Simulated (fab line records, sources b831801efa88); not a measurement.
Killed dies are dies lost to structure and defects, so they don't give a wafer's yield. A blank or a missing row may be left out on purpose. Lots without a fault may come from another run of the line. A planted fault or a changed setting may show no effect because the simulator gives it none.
Problem report in the 8D (eight disciplines) form, filled by code | flow gf180mcu | the parts of the form that need people (team, actions taken, sign-off) are left out

1. THE PROBLEM
rf_fwd_power_W at GF_V4_ETCH_17 reads a mean of 1727 W on 1 wafer of 1 lot; wafers without a fault read 1493 W with a standard deviation of 5.4. That is +43 standard deviations from the usual mean.
The step: etches SiO2 in C4F8/O2/Ar, stops on TiN, target depth 630 nm.
First seen on wafer L807.3, day 30 14:00, on rie_diel-01. The record holds 15 wafers of 5 lots with a number at this step. Rule for "out", or "out of limits": more than 4 standard deviations from the usual mean. The other wafers with a number count as sound.

2. WHAT IT IS AND WHAT IT IS NOT
question                    | is                | is not
which readings at this step | rf_fwd_power_W    | oes_product_au
which lots                  | L807              | L798, L799, L809, L810
which wafers of those lots  | L807.3            | L807.1, L807.6
read on which tools         | rie_diel-01       | rie_diel-02, rie_diel-03
when                        | from day 30 14:00 | up to then (8 sound wafers); but 6 sound wafers of L809, L810 came after

3. SUSPECTS, AND WHAT RULES EACH OUT
Counting: a tool at a process step up to the reading stays a suspect if it ran every lot that is out. Sound lots after the first of them don't rule it out here, since some wafers of a struck lot are sound.
- rie_diel-01 at GF_V4_ETCH_16 (etches BARC in N2/H2): kept. It ran the lot that is out, L807 (day 30 14:03); its last sound lot up to then is L798 (day 28 08:57).
- rie_diel-01 at GF_V4_ETCH_17 (etches SiO2 in C4F8/O2/Ar, stops on TiN, target depth 630 nm): kept. It ran the lot that is out, L807 (day 30 14:00); its last sound lot up to then is L798 (day 28 08:00). Its own readings are out on those wafers: rf_fwd_power_W.
- Within rie_diel-01 at GF_V4_ETCH_16: the wafers that are out ran in chamber 3; their sound lot-mates ran in chambers 0, 1.
- Within rie_diel-01 at GF_V4_ETCH_17: the wafers that are out ran in chamber 3; their sound lot-mates ran in chambers 0, 1.
Left after counting: rie_diel-01 at GF_V4_ETCH_16, rie_diel-01 at GF_V4_ETCH_17.

4. THE CAUSE (what the simulator had put in)
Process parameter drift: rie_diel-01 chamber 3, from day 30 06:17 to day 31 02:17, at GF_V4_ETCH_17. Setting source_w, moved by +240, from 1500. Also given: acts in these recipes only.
Counting left 2 suspects, and this tool is among them.

5. THE CHAIN OF EFFECTS, in route order
Each row: a reading whose mean over the struck wafers that have a number lies more than 3 standard deviations from the usual. Only readings for which the record gives a usual standard deviation are gone through. hours: the time from each lot's start at the first step in this table that gives one to its start at this step, as a median over the lots. sigmas: the change in usual standard deviations.
hours | step          | reading        | usual  | on struck wafers | change | sigmas
0     | GF_V4_ETCH_17 | rf_fwd_power_W | 1493 W | 1727             | +234   | +43
The process steps in it:
- GF_V4_ETCH_17: etches SiO2 in C4F8/O2/Ar, stops on TiN, target depth 630 nm.

6. WHAT WOULD HAVE CAUGHT IT SOONER
In this record the first reading out of limits was taken at day 30 14:00, 8 hours after the fault began at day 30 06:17.
